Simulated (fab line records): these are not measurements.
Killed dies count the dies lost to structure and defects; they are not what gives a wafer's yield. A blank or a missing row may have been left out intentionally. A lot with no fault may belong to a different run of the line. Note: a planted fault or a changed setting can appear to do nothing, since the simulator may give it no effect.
fab line records | flow sky130
record: lots: 11 wafers: 33 lastDay: 50
route steps=708 shown METAL4@600 CAP2M@603 VIA4@639 PAD_OPEN@708
lots with no fault: from the same line, run without faults
startH: start of the lot's first displayed wafer, in hours after the record's first day | waitH: hours since the lot's step before | " as in the row above | L1.1+2: one row covering several wafers at once | - no value, or no start given | * or withheld: withheld | < > ~ a bound
route shown NAME@n: names a module that has steps shown in the file, with the first one's number in the route | usual: the fault-free wafers' mean and standard deviation | same: alike in all rows | chamber/n: place in a boat | sites: readings site by site | _std_site: standard deviation across them | _edge_site: inner sites' mean taken away from outer sites' mean | radiusMm: for every site, how far away it sits from the centre of the wafer | mask NAME#n: copy n | behind: tool/chamber where the wafer was last shaped | hold: cause of the lot's hold/its duration in hours/its outcome | device: whichever transistor did not switch (one of n, p or np) | end of line: tests run on the same wafers once the route is complete | for a step that has no rows: nothing shown but its recipe | killed: dies lost to structure and defects at the first sort, not the wafer's yield | map: a wafer's dies, x killed, . not, _ none there
set.NAME: the setting the step ran with; set.NAME@STEP: the setting that earlier step ran with | model.NAME: the simulator's own value behind a step, which no gauge read
the route's steps for a sample of lots (tables are steps, rows are wafers)
services: the hour from which a tool's chamber was out of use, counted from the record's first day as startH (under 0 if before that day), plus the number of hours and why
== steps ==
step: SKY_METAL4_SPUTTER_02
recipe: material: AlCu targetThkNm: 735 powerW: 10600 timeS: 39.1 chamberPressurePa: 0.4
usual: cathodeDcPowerW: 10600/2.1 throttleValvePct: 29.7/0.81
columns lot.wafer tool chamber startH waitH cathodeDcPowerW throttleValvePct
L176.1 pvdSputter-02 - 926.14 0.0 10600 29.2
L176.4 " - " " 10597 30.5
L176.6 " - " " 10603 29.5
L178.2 pvdSputter-04 - 936.29 0.0 10599 30.2
L178.4 " - " " 10596 30.4
L178.5 " - " " 10597 30.2
L181.3 pvdSputter-04 - 981.80 0.0 10598 31.2
L181.4 " - " " 10600 29.1
L181.5 " - " " 10601 30.2
L185.1 pvdSputter-02 - 991.75 0.0 10602 30.3
L185.5 " - " " 10600 30.1
L185.6 " - " " 10604 29.5
L186.1 pvdSputter-04 - 995.72 0.0 10602 30.7
L186.2 " - " " 10603 29.3
L186.5 " - " " 10600 30.2
L189.1 pvdSputter-01 - 1022.36 0.0 10599 27.9
L189.4 " - " " 10602 30.2
L189.6 " - " " 10602 29.8
L191.2 pvdSputter-01 - 1032.11 0.0 10599 29.8
L191.5 " - " " 10602 29.4
L191.6 " - " " 10596 29.7
L192.2 pvdSputter-01 - 1038.19 0.0 10596 29.7
L192.3 " - " " 10601 29.7
L192.5 " - " " 10600 29.8
L193.1 pvdSputter-01 - 1044.74 0.0 10601 29.9
L193.3 " - " " 10600 29.9
L193.5 " - " " 10599 30.1
L194.4 pvdSputter-02 - 1051.25 0.0 10603 30.1
L194.5 " - " " 10600 29.4
L194.6 " - " " 10603 30.4
L197.2 pvdSputter-02 - 1079.67 0.0 10602 30.5
L197.4 " - " " 10602 29.2
L197.5 " - " " 10602 29.9
step: SKY_CAP2M_CVD_00
recipe: material: SiO2 targetThkNm: 15.5 tempC: 400 timeS: withheld rfW: 450
usual: heaterPowerW: 722/120
columns lot.wafer tool chamber startH waitH heaterPowerW
L176.1 pecvd-01 2 926.24 0.0 732
L176.4 " 0 " " 595
L176.6 " 2 " " 720
L178.2 pecvd-02 2 936.40 0.0 566
L178.4 " 0 " " 586
L178.5 " 1 " " 820
L181.3 pecvd-04 0 981.91 0.0 583
L181.4 " 2 " " 797
L181.5 " 1 " " 713
L185.1 pecvd-01 2 991.86 0.0 715
L185.5 " 1 " " 963
L185.6 " 2 " " 700
L186.1 pecvd-02 0 995.83 0.0 677
L186.2 " 2 " " 545
L186.5 " 2 " " 549
L189.1 pecvd-04 2 1022.47 0.0 914
L189.4 " 0 " " 500
L189.6 " 0 " " 498
L191.2 pecvd-01 0 1032.22 0.0 665
L191.5 " 0 " " 651
L191.6 " 1 " " 919
L192.2 pecvd-04 1 1038.29 0.0 634
L192.3 " 2 " " 850
L192.5 " 1 " " 640
L193.1 pecvd-01 1 1044.84 0.0 829
L193.3 " 2 " " 731
L193.5 " 0 " " 678
L194.4 pecvd-02 0 1051.37 0.0 628
L194.5 " 2 " " 680
L194.6 " 0 " " 633
L197.2 pecvd-02 2 1079.78 0.0 569
L197.4 " 2 " " 589
L197.5 " 0 " " 644
step: SKY_CAP2M_STRIP_14
recipe: chemistry: O2/N2 powerW: 1400 pressureMtorr: 1500 platenTempC: withheld o2FlowSccm: 3000 n2FlowSccm: 300 overashFraction: 0.5
usual: drypumpMotorCurrentA: 5.9/0.32 oesProductAu: 0.711/0.0046 stripTimeToEndpointS: 12.66/0.046
columns lot.wafer tool chamber startH waitH drypumpMotorCurrentA oesProductAu rfHoursCounterH stripTimeToEndpointS
L176.1 plasmaAsher-03 1 950.51 0.1 5.7 0.712 79 12.73
L176.4 " 1 " " 5.7 0.712 - 12.72
L176.6 " 1 " " 5.7 0.705 - 12.74
L178.2 plasmaAsher-01 1 960.89 0.1 6.3 0.711 116 12.73
L178.4 " 0 " " 6.2 0.716 - 12.73
L178.5 " 0 " " 6.2 0.707 - 12.67
L181.3 plasmaAsher-01 0 1004.82 0.1 6.2 0.709 - 12.69
L181.4 " 1 " " 6.3 0.708 - 12.68
L181.5 " 0 " " 6.2 0.715 - 12.72
L185.1 plasmaAsher-04 1 1015.01 0.1 5.6 0.704 27 12.64
L185.5 " 1 " " 5.6 0.716 - 12.65
L185.6 " 0 " " 5.4 0.715 - 12.66
L186.1 plasmaAsher-01 0 1019.12 0.1 6.2 0.705 122 12.63
L186.2 " 1 " " 6.3 0.714 122 12.66
L186.5 " 0 " " 6.2 0.709 - 12.67
L189.1 plasmaAsher-03 1 1045.01 0.1 5.7 0.715 88 12.71
L189.4 " 1 " " 5.7 0.712 - 12.67
L189.6 " 0 " " 6.0 0.716 - 12.69
L191.2 plasmaAsher-04 0 1054.02 0.1 5.4 0.711 30 12.65
L191.5 " 1 " " 5.6 0.705 - 12.61
L191.6 " 0 " " 5.4 0.708 - 12.64
L192.2 plasmaAsher-04 1 1059.87 0.1 5.6 0.708 31 12.68
L192.3 " 1 " " 5.6 0.709 - 12.62
L192.5 " 0 " " 5.4 0.709 - 12.61
L193.1 plasmaAsher-04 0 1066.52 0.1 5.5 0.716 32 12.62
L193.3 " 0 " " 5.5 0.715 - 12.59
L193.5 " 0 " " 5.5 0.712 - 12.62
L194.4 plasmaAsher-01 1 1072.65 0.1 6.4 0.709 - 12.63
L194.5 " 1 " " 6.4 0.713 - 12.67
L194.6 " 0 " " 6.2 0.712 - 12.66
L197.2 plasmaAsher-03 0 1099.87 0.1 6.0 0.701 94 12.63
L197.4 " 1 " " 5.7 0.712 - 12.58
L197.5 " 1 " " 5.7 0.712 - 12.58
step: SKY_VIA4_HDPCVD_00
recipe: material: SiO2 targetThkNm: 1750 sigmaOpenFrac: 0.3 timeS: 291.7 tempC: 400 sih4FlowSccm: 60 pressureMtorr: 6
usual: sih4FlowSccm: 60.02/0.16
columns lot.wafer tool chamber startH waitH sih4FlowSccm
L176.1 hdpcvd-01 0 975.28 0.0 60.03
L176.4 " 0 " " 59.89
L176.6 " 1 " " 59.70
L178.2 hdpcvd-01 2 986.55 0.0 60.09
L178.4 " 1 " " 59.83
L178.5 " 0 " " 60.40
L181.3 hdpcvd-02 1 1028.76 0.0 59.91
L181.4 " 0 " " 60.12
L181.5 " 1 " " 59.89
L185.1 hdpcvd-01 1 1038.89 0.0 60.09
L185.5 " 0 " " 59.88
L185.6 " 2 " " 60.01
L186.1 hdpcvd-01 1 1043.50 0.0 60.14
L186.2 " 0 " " 59.78
L186.5 " 1 " " 59.86
L189.1 hdpcvd-01 0 1068.30 0.0 60.04
L189.4 " 2 " " 59.98
L189.6 " 0 " " 60.28
L191.2 hdpcvd-01 2 1077.36 0.0 90.29
L191.5 " 0 " " 90.01
L191.6 " 2 " " 90.11
L192.2 hdpcvd-02 2 1082.78 0.0 60.14
L192.3 " 1 " " 59.97
L192.5 " 2 " " 59.94
L193.1 hdpcvd-01 1 1089.33 0.0 89.73
L193.3 " 0 " " 90.19
L193.5 " 0 " " 90.08
L194.4 hdpcvd-01 2 1094.22 0.1 90.14
L194.5 " 0 " " 90.12
L194.6 " 1 " " 90.04
L197.2 hdpcvd-02 2 1121.39 0.0 60.02
L197.4 " 2 " " 59.87
L197.5 " 0 " " 60.20
step: SKY_VIA4_THK_MEAS_01
recipe: reads: SiO2_of_VIA4_HDPCVD_00
usual: VIA4_HDPCVD_THK: 1751/16
columns lot.wafer tool chamber startH waitH VIA4_HDPCVD_THK[nm]
L176.1 filmMetro-02 - 975.46 0.1 1738
L176.4 " - " " 1733
L176.6 " - " " 1757
L178.2 filmMetro-03 - 986.74 0.1 1757
L178.4 " - " " 1782
L178.5 " - " " 1769
L181.3 filmMetro-01 - 1028.96 0.1 1753
L181.4 " - " " 1748
L181.5 " - " " 1760
L185.1 filmMetro-02 - 1039.07 0.1 1744
L185.5 " - " " 1754
L185.6 " - " " 1737
L186.1 filmMetro-01 - 1043.68 0.1 1757
L186.2 " - " " 1766
L186.5 " - " " 1767
L189.1 filmMetro-02 - 1068.48 0.1 1768
L189.4 " - " " 1732
L189.6 " - " " 1745
L191.2 filmMetro-03 - 1077.55 0.1 2593
L191.5 " - " " 2641
L191.6 " - " " 2601
L192.2 filmMetro-02 - 1082.97 0.1 1746
L192.3 " - " " 1761
L192.5 " - " " 1763
L193.1 filmMetro-02 - 1089.51 0.1 2644
L193.3 " - " " 2643
L193.5 " - " " 2628
L194.4 filmMetro-03 - 1094.34 0.0 2597
L194.5 " - " " 2606
L194.6 " - " " 2591
L197.2 filmMetro-01 - 1121.58 0.1 1747
L197.4 " - " " 1738
L197.5 " - " " 1745
step: SKY_PAD_OPEN_PROBE_99
usual: defectLimitedYield: 82.9/2 killed_at_M0_to_M3: 42/7.4 killed_at_M4_up: 3.3/2.1 killedAtContacts: 24/5.3 killedAtFrontEnd: 15/4.5 killedAtOther: 0.3/0.57 killedDies: 84/10 killedOpen: 46/7.5 killedShort: 38/6.4 sort_bin_3_pad_short: 0.9/0.44 sort_bin_5_function: 10.2/1.5 sort_bin_6_memory: 6.0/1.1 sortNPass: 408/10 sortYieldPct: 82.9/2
same: grossDies: 492 killedAtBackSide: 0 sort_bin_4_leakage[%]: 0 sort_bin_8_speed[%]: 0
columns lot.wafer tool chamber startH waitH defectLimitedYield[%] killed_at_M0_to_M3 killed_at_M4_up killedAtContacts killedAtFrontEnd killedAtOther killedDies killedOpen killedShort sort_bin_3_pad_short[%] sort_bin_5_function[%] sort_bin_6_memory[%] sortNPass sortYieldPct[%]
L176.1 prober-02 - 1070.48 0.1 86.0 36 2 17 13 1 69 28 40 1.0 8.1 4.9 423 86.0
L176.4 prober-02 - 1070.63 0.2 84.3 39 4 16 17 1 77 49 28 0.8 8.5 6.3 415 84.3
L176.6 prober-02 - 1070.73 0.2 83.5 41 3 25 11 1 81 39 39 0.6 10.0 5.9 411 83.5
L178.2 prober-02 - 1080.25 0.1 83.5 38 2 24 17 0 81 42 39 0.4 10.6 5.5 411 83.5
L178.4 prober-02 - 1080.35 0.2 83.7 45 4 16 15 0 80 38 42 0.8 9.6 5.9 412 83.7
L178.5 prober-02 - 1080.40 0.2 80.7 43 2 35 15 0 95 52 43 0.8 12.4 6.1 397 80.7
L181.3 prober-01 - 1119.04 0.2 82.7 38 4 30 13 0 85 42 43 0.6 10.2 6.5 407 82.7
L181.4 prober-01 - 1119.09 0.2 81.5 50 7 22 12 0 91 43 48 0.8 11.0 6.7 401 81.5
L181.5 prober-01 - 1119.14 0.2 82.1 46 3 19 20 0 88 41 47 1.0 11.4 5.5 404 82.1
L185.1 prober-02 - 1126.90 0.1 81.5 50 4 18 19 0 91 46 45 1.8 12.4 4.3 401 81.5
L185.5 prober-02 - 1127.10 0.2 83.1 46 0 18 19 0 83 53 30 0.8 11.2 4.9 409 83.1
L185.6 prober-02 - 1127.15 0.2 82.5 37 3 22 24 0 86 55 31 0.4 10.4 6.7 406 82.5
L186.1 prober-02 - 1131.47 0.1 83.3 33 6 29 14 0 82 42 40 0.4 11.2 5.1 410 83.3
L186.2 prober-02 - 1131.52 0.1 83.3 39 3 32 7 1 82 43 39 1.2 8.5 6.9 410 83.3
L186.5 prober-02 - 1131.67 0.2 84.3 33 3 27 14 0 77 47 30 0.6 8.3 6.7 415 84.3
L189.1 prober-02 - 1153.16 0.1 83.7 52 3 20 5 0 80 38 42 1.2 11.0 4.1 412 83.7
L189.4 prober-02 - 1153.31 0.2 82.5 42 8 16 20 0 86 49 37 1.2 10.4 5.9 406 82.5
L189.6 prober-02 - 1153.41 0.2 83.9 40 2 29 8 0 79 50 29 0.4 10.4 5.3 413 83.9
L191.2 prober-02 - 1160.46 0.1 86.0 41 2 16 10 0 69 34 35 1.2 6.9 5.9 423 86.0
L191.5 prober-02 - 1160.61 0.2 82.1 48 6 25 9 0 88 54 34 0.6 12.4 4.9 404 82.1
L191.6 prober-02 - 1160.66 0.2 82.3 47 3 25 12 0 87 46 41 0.8 10.6 6.3 405 82.3
L192.2 prober-01 - 1164.67 0.1 83.9 39 4 25 11 0 79 43 36 0.8 10.0 5.3 413 83.9
L192.3 prober-01 - 1164.72 0.2 83.1 29 5 30 17 2 83 44 37 1.2 8.9 6.7 409 83.1
L192.5 prober-01 - 1164.82 0.2 80.5 39 0 32 25 0 96 51 44 1.4 12.4 5.7 396 80.5
L193.1 prober-02 - 1170.27 0.1 83.5 38 0 33 10 0 81 48 33 0.2 10.6 5.7 411 83.5
L193.3 prober-02 - 1170.37 0.2 82.1 44 2 28 12 2 88 47 40 1.8 10.8 5.3 404 82.1
L193.5 prober-02 - 1170.47 0.2 81.9 48 6 24 11 0 89 42 46 1.2 10.2 6.7 403 81.9
L194.4 prober-01 - 1174.71 0.2 82.1 47 4 27 9 1 88 55 32 0.4 11.0 6.5 404 82.1
L194.5 prober-01 - 1174.76 0.2 85.6 37 2 16 13 3 71 34 35 0.2 8.1 6.1 421 85.6
L194.6 prober-01 - 1174.81 0.2 82.7 44 1 24 15 1 85 45 39 1.0 11.0 5.3 407 82.7
L197.2 prober-02 - 1195.27 0.1 82.3 41 2 26 18 0 87 51 36 0.4 11.6 5.7 405 82.3
L197.4 prober-02 - 1195.37 0.2 82.9 32 3 35 14 0 84 51 33 0.6 11.6 4.9 408 82.9
L197.5 prober-02 - 1195.42 0.2 83.1 30 4 23 26 0 83 47 36 1.2 10.0 5.7 409 83.1
killed by level:class
L176.1 VIA1:geometricParticle:short=8 CONTACT:geometricParticle:short=6 FIELD_ISO:geometricParticle:short=5 VIA2:geometricParticle:open=5 VIA1:geometricParticle:open=5 METAL3:geometricParticle:short=4 LI_CONTACT:geometricParticle:open=3 LOCAL_INTERCONNECT:geometricParticle:short=3
L176.4 VIA3:geometricParticle:open=9 VIA1:geometricParticle:open=8 LI_CONTACT:geometricParticle:open=7 VIA2:geometricParticle:open=7 FIELD_ISO:geometricParticle:open=6 CONTACT:geometricParticle:open=4 POLY_GATE:geometricParticle:open=4 LOCAL_INTERCONNECT:geometricParticle:short=4
L176.6 CONTACT:geometricParticle:open=7 CONTACT:geometricParticle:short=7 METAL1:geometricParticle:short=7 LI_CONTACT:geometricParticle:open=6 VIA1:geometricParticle:open=6 VIA2:geometricParticle:open=6 VIA3:geometricParticle:open=5 METAL2:geometricParticle:short=5
L178.2 VIA1:geometricParticle:open=12 METAL1:geometricParticle:short=8 CONTACT:geometricParticle:short=7 VIA2:geometricParticle:open=6 POLY_GATE:geometricParticle:open=5 LI_CONTACT:geometricParticle:open=5 LOCAL_INTERCONNECT:geometricParticle:short=5 CONTACT:geometricParticle:open=5
L178.4 VIA1:geometricParticle:open=13 METAL3:geometricParticle:short=6 VIA3:geometricParticle:open=6 CONTACT:geometricParticle:open=5 METAL1:geometricParticle:short=5 POLY_GATE:geometricParticle:short=4 LI_CONTACT:geometricParticle:open=4 VIA2:geometricParticle:open=4
L178.5 CONTACT:geometricParticle:open=11 VIA2:geometricParticle:open=9 LI_CONTACT:geometricParticle:open=8 CONTACT:geometricParticle:short=6 VIA1:geometricParticle:open=6 FIELD_ISO:geometricParticle:open=5 LI_CONTACT:geometricParticle:short=5 VIA3:geometricParticle:open=5
L181.3 CONTACT:geometricParticle:open=13 METAL2:geometricParticle:short=8 LI_CONTACT:geometricParticle:open=7 VIA1:geometricParticle:short=6 VIA1:geometricParticle:open=5 CONTACT:geometricParticle:short=5 VIA3:geometricParticle:open=5 METAL1:geometricParticle:short=4
L181.4 VIA1:geometricParticle:open=11 METAL2:geometricParticle:short=9 VIA2:geometricParticle:open=8 VIA3:geometricParticle:open=6 METAL4:geometricParticle:short=6 LI_CONTACT:geometricParticle:short=5 LI_CONTACT:geometricParticle:open=5 METAL1:geometricParticle:short=5
L181.5 METAL2:geometricParticle:short=10 METAL1:geometricParticle:short=9 LI_CONTACT:geometricParticle:open=7 VIA2:geometricParticle:open=7 VIA3:geometricParticle:open=5 FIELD_ISO:geometricParticle:short=4 SPACER:geometricParticle:open=4 CONTACT:geometricParticle:open=4
L185.1 VIA1:geometricParticle:open=12 METAL2:geometricParticle:short=8 VIA3:geometricParticle:open=8 VIA2:geometricParticle:open=7 FIELD_ISO:geometricParticle:short=6 LI_CONTACT:geometricParticle:open=6 VIA3:geometricParticle:short=5 FIELD_ISO:geometricParticle:open=4
L185.5 VIA1:geometricParticle:open=10 LI_CONTACT:geometricParticle:open=9 VIA3:geometricParticle:open=9 VIA2:geometricParticle:open=7 FIELD_ISO:geometricParticle:open=5 FIELD_ISO:geometricParticle:short=4 POLY_GATE:geometricParticle:open=4 VIA1:geometricParticle:short=4
L185.6 VIA2:geometricParticle:open=10 LI_CONTACT:geometricParticle:open=9 VIA1:geometricParticle:open=8 FIELD_ISO:geometricParticle:open=6 SPACER:geometricParticle:open=5 CONTACT:geometricParticle:open=5 FIELD_ISO:geometricParticle:short=4 POLY_GATE:geometricParticle:open=4
L186.1 VIA1:geometricParticle:open=11 LI_CONTACT:geometricParticle:open=9 CONTACT:geometricParticle:open=9 FIELD_ISO:geometricParticle:short=6 VIA1:geometricParticle:short=6 METAL4:geometricParticle:short=5 CONTACT:geometricParticle:short=4 METAL2:geometricParticle:short=4
L186.2 CONTACT:geometricParticle:open=14 VIA1:geometricParticle:open=10 VIA1:geometricParticle:short=7 CONTACT:geometricParticle:short=6 VIA3:geometricParticle:open=6 LOCAL_INTERCONNECT:geometricParticle:short=5 LI_CONTACT:geometricParticle:open=4 METAL2:geometricParticle:short=4
L186.5 CONTACT:geometricParticle:open=13 LI_CONTACT:geometricParticle:open=6 VIA2:geometricParticle:open=5 VIA1:geometricParticle:open=5 FIELD_ISO:geometricParticle:open=4 METAL2:geometricParticle:open=4 METAL2:geometricParticle:short=4 POLY_GATE:geometricParticle:short=3
L189.1 VIA1:geometricParticle:open=10 VIA3:geometricParticle:open=9 VIA1:geometricParticle:short=8 METAL1:geometricParticle:short=7 LI_CONTACT:geometricParticle:open=6 METAL2:geometricParticle:short=5 LI_CONTACT:geometricParticle:short=4 CONTACT:geometricParticle:short=4
L189.4 VIA1:geometricParticle:open=11 VIA2:geometricParticle:open=7 POLY_GATE:geometricParticle:open=6 METAL4:geometricParticle:short=6 FIELD_ISO:geometricParticle:open=5 METAL1:geometricParticle:short=5 VIA3:geometricParticle:open=5 FIELD_ISO:geometricParticle:short=4
L189.6 CONTACT:geometricParticle:open=12 VIA1:geometricParticle:open=11 VIA2:geometricParticle:open=8 VIA3:geometricParticle:open=6 LOCAL_INTERCONNECT:geometricParticle:short=5 LI_CONTACT:geometricParticle:open=5 CONTACT:geometricParticle:short=5 METAL2:geometricParticle:short=4
L191.2 VIA1:geometricParticle:open=12 VIA2:geometricParticle:open=7 METAL1:geometricParticle:short=5 FIELD_ISO:geometricParticle:short=4 CONTACT:geometricParticle:open=4 VIA3:geometricParticle:open=4 VIA1:geometricParticle:short=4 LI_CONTACT:geometricParticle:short=3
L191.5 VIA1:geometricParticle:open=14 CONTACT:geometricParticle:open=9 VIA3:geometricParticle:open=8 VIA1:geometricParticle:short=7 CONTACT:geometricParticle:short=5 METAL2:geometricParticle:short=5 VIA2:geometricParticle:open=5 POLY_GATE:geometricParticle:open=4
L191.6 VIA1:geometricParticle:open=14 CONTACT:geometricParticle:open=11 VIA3:geometricParticle:short=6 VIA1:geometricParticle:short=5 CONTACT:geometricParticle:short=5 METAL3:geometricParticle:short=5 LI_CONTACT:geometricParticle:short=4 LI_CONTACT:geometricParticle:open=4
L192.2 LI_CONTACT:geometricParticle:open=10 VIA1:geometricParticle:open=7 CONTACT:geometricParticle:open=6 VIA2:geometricParticle:open=6 METAL1:geometricParticle:short=5 FIELD_ISO:geometricParticle:short=4 METAL2:geometricParticle:short=4 METAL4:geometricParticle:short=4
L192.3 LI_CONTACT:geometricParticle:open=12 CONTACT:geometricParticle:open=10 VIA1:geometricParticle:open=9 FIELD_ISO:geometricParticle:short=8 CONTACT:geometricParticle:short=5 METAL3:geometricParticle:short=4 METAL4:geometricParticle:short=4 POLY_GATE:geometricParticle:open=3
L192.5 CONTACT:geometricParticle:open=10 LI_CONTACT:geometricParticle:open=9 FIELD_ISO:geometricParticle:short=8 VIA3:geometricParticle:open=8 VIA1:geometricParticle:short=8 VIA2:geometricParticle:open=8 CONTACT:geometricParticle:short=7 FIELD_ISO:geometricParticle:open=4
L193.1 VIA1:geometricParticle:open=13 CONTACT:geometricParticle:open=12 LI_CONTACT:geometricParticle:open=6 LI_CONTACT:geometricParticle:short=6 METAL1:geometricParticle:short=5 VIA3:geometricParticle:open=5 FIELD_ISO:geometricParticle:short=4 LOCAL_INTERCONNECT:geometricParticle:open=4
L193.3 VIA1:geometricParticle:open=10 CONTACT:geometricParticle:open=8 VIA2:geometricParticle:open=8 LOCAL_INTERCONNECT:geometricParticle:short=6 LI_CONTACT:geometricParticle:short=5 FIELD_ISO:geometricParticle:open=5 LI_CONTACT:geometricParticle:open=5 VIA1:geometricParticle:short=5
L193.5 VIA1:geometricParticle:open=9 METAL2:geometricParticle:short=9 CONTACT:geometricParticle:open=8 METAL1:geometricParticle:short=8 LI_CONTACT:geometricParticle:open=6 VIA1:geometricParticle:short=6 CONTACT:geometricParticle:short=5 VIA3:geometricParticle:open=5
L194.4 VIA1:geometricParticle:open=12 LI_CONTACT:geometricParticle:open=11 CONTACT:geometricParticle:open=10 VIA1:geometricParticle:short=10 VIA3:geometricParticle:open=9 CONTACT:geometricParticle:short=4 METAL1:geometricParticle:short=4 VIA2:geometricParticle:short=3
L194.5 CONTACT:geometricParticle:open=9 VIA1:geometricParticle:open=6 VIA1:geometricParticle:short=5 CONTACT:geometricParticle:short=5 VIA2:geometricParticle:open=5 METAL1:geometricParticle:short=4 METAL3:geometricParticle:short=4 FIELD_ISO:geometricParticle:short=3
L194.6 VIA1:geometricParticle:open=8 VIA3:geometricParticle:open=8 POLY_GATE:geometricParticle:short=7 METAL2:geometricParticle:short=7 VIA2:geometricParticle:open=7 CONTACT:geometricParticle:short=6 CONTACT:geometricParticle:open=6 LI_CONTACT:geometricParticle:open=4
L197.2 CONTACT:geometricParticle:open=12 VIA3:geometricParticle:open=8 VIA1:geometricParticle:open=8 VIA1:geometricParticle:short=7 FIELD_ISO:geometricParticle:short=5 LI_CONTACT:geometricParticle:open=5 VIA3:geometricParticle:short=5 FIELD_ISO:geometricParticle:open=4
L197.4 CONTACT:geometricParticle:open=16 VIA1:geometricParticle:open=7 LOCAL_INTERCONNECT:geometricParticle:short=6 CONTACT:geometricParticle:short=6 METAL2:geometricParticle:short=6 VIA2:geometricParticle:open=6 FIELD_ISO:geometricParticle:open=5 LI_CONTACT:geometricParticle:open=5
L197.5 FIELD_ISO:geometricParticle:open=10 CONTACT:geometricParticle:open=9 POLY_GATE:geometricParticle:short=7 CONTACT:geometricParticle:short=6 VIA2:geometricParticle:open=6 VIA3:geometricParticle:open=5 LI_CONTACT:geometricParticle:open=4 VIA1:geometricParticle:open=4
== services ==
columns tool chamber startH hours kind
pecvd-02 0 904.87 6.7 repair
pvdSputter-04 - 911.62 2.0 repair
hdpcvd-02 - 925.95 2.8 pm
pvdSputter-02 - 938.69 2.4 repair
pvdSputter-01 - 945.79 17.2 repair
pvdSputter-02 - 946.04 2.1 repair
hdpcvd-02 - 950.25 15.0 pm
plasmaAsher-01 - 957.25 1.2 repair
plasmaAsher-01 - 968.18 7.1 repair
plasmaAsher-04 - 970.99 0.3 repair
hdpcvd-01 - 973.34 0.9 repair
plasmaAsher-04 - 976.48 12.1 repair
plasmaAsher-03 - 986.46 5.3 repair
hdpcvd-02 - 1009.18 14.6 pm
plasmaAsher-03 - 1011.52 2.3 repair
pecvd-02 1 1016.16 2.6 repair
pecvd-02 1 1036.39 19.7 repair
pvdSputter-02 - 1037.62 3.0 repair
pecvd-01 - 1052.34 0.7 repair
plasmaAsher-01 - 1055.35 9.0 pm
hdpcvd-01 - 1058.11 5.5 pm
pvdSputter-01 - 1059.73 1.0 repair
pvdSputter-02 - 1082.27 1.6 repair
plasmaAsher-04 - 1102.75 0.4 repair
== key ==
firstSign: step: SKY_VIA4_HDPCVD_00 reading: sih4FlowSccm direction: up sigmas: 99+ usual: 60.02 struck: 90.08
effect: step: SKY_VIA4_THK_MEAS_01 reading: VIA4_HDPCVD_THK direction: up sigmas: 53 usual: 1751 struck: 2616
metAt SKY_VIA4_HDPCVD_00
struckLots L191,L193,L194
notActingAt SKY_METAL4_SPUTTER_02,SKY_CAP2M_CVD_00,SKY_CAP2M_STRIP_14
onsetBetween 1068.30 1077.36
fault: kind: processParameterDrift tool: hdpcvd-01 chamber: - onsetH: 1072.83 steps: SKY_VIA4_HDPCVD_00 channel: sih4FlowSccm offset: 30 shape: step endH: 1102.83 actsIn: theseRecipesOnly stated: 60
